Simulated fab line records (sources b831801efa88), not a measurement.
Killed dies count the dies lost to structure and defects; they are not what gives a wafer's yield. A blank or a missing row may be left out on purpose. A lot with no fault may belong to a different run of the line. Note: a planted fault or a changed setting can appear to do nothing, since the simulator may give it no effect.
Which tool did it? / flow sky130 / 6 lots with 18 wafers sampled at 2 steps, on a route of 708 steps

== WHAT EACH GAUGE READ, for each wafer ==
SKY_RES_PROTECT_TW_MEAS_08.
lot=L597; measured=day 16 12:49; on=film metro-02; POLY_GATE_TW=3960 3998 3982
lot=L600; measured=day 16 18:38; on=film metro-04; POLY_GATE_TW=3961 3966 3984
lot=L602; measured=day 17 11:41; on=film metro-02; POLY_GATE_TW=30 30 30
lot=L614; measured=day 21 07:23; on=film metro-03; POLY_GATE_TW=4015 4052 4025
lot=L616; measured=day 22 06:26; on=film metro-02; POLY_GATE_TW=4003 3992 3985
lot=L618; measured=day 23 00:05; on=film metro-02; POLY_GATE_TW=4002 3977 4013

== WHAT TOOL EACH LOT RAN ON (gives the tool, then ch and the chambers of the sampled wafers, and finally the start) ==
lot=L597; SKY_RES_PROTECT_EXPOSE_04=iline stepper-02 ch 0, day 15 23:21
lot=L600; SKY_RES_PROTECT_EXPOSE_04=iline stepper-02 ch 0, day 16 05:22
lot=L602; SKY_RES_PROTECT_EXPOSE_04=iline stepper-02 ch 0, day 16 21:47
lot=L614; SKY_RES_PROTECT_EXPOSE_04=iline stepper-01 ch 0, day 20 16:26
lot=L616; SKY_RES_PROTECT_EXPOSE_04=iline stepper-01 ch 0, day 21 14:04
lot=L618; SKY_RES_PROTECT_EXPOSE_04=iline stepper-02 ch 0, day 22 10:14
- SKY_RES_PROTECT_EXPOSE_04: exposes mask RPM, target cd 1270 nm.

== THE ANSWER, worked out from the rows above alone ==
Rule: usual is defined by the lots themselves. The widest of any qualifying gaps counts: lots, ordered by their means at a reading, are off when they make up no more than a third of the lots, leave a main group of 4 or more, and stand apart from it by 3 or more times the standard deviation of that group's means. The tables above print the reading to a certain number of digits; a main group whose means all agree to those digits is not used. A lot without any number at a reading at which 4 lots or more have one is off too. Any other lot the step has rows for is counted as sound.
Off: at SKY_RES_PROTECT_TW_MEAS_08 (POLY_GATE_TW), L602. Mean 3994 and standard deviation 21 in the main group.
A tool fits if, at a process step before that reading, it ran every lot that is off, and no sound lot after the first of them. The gauges at SKY_RES_PROTECT_TW_MEAS_08 are tried like those tools. No candidate that was tried fits.

== WHAT THE SIMULATOR PUT IN ==
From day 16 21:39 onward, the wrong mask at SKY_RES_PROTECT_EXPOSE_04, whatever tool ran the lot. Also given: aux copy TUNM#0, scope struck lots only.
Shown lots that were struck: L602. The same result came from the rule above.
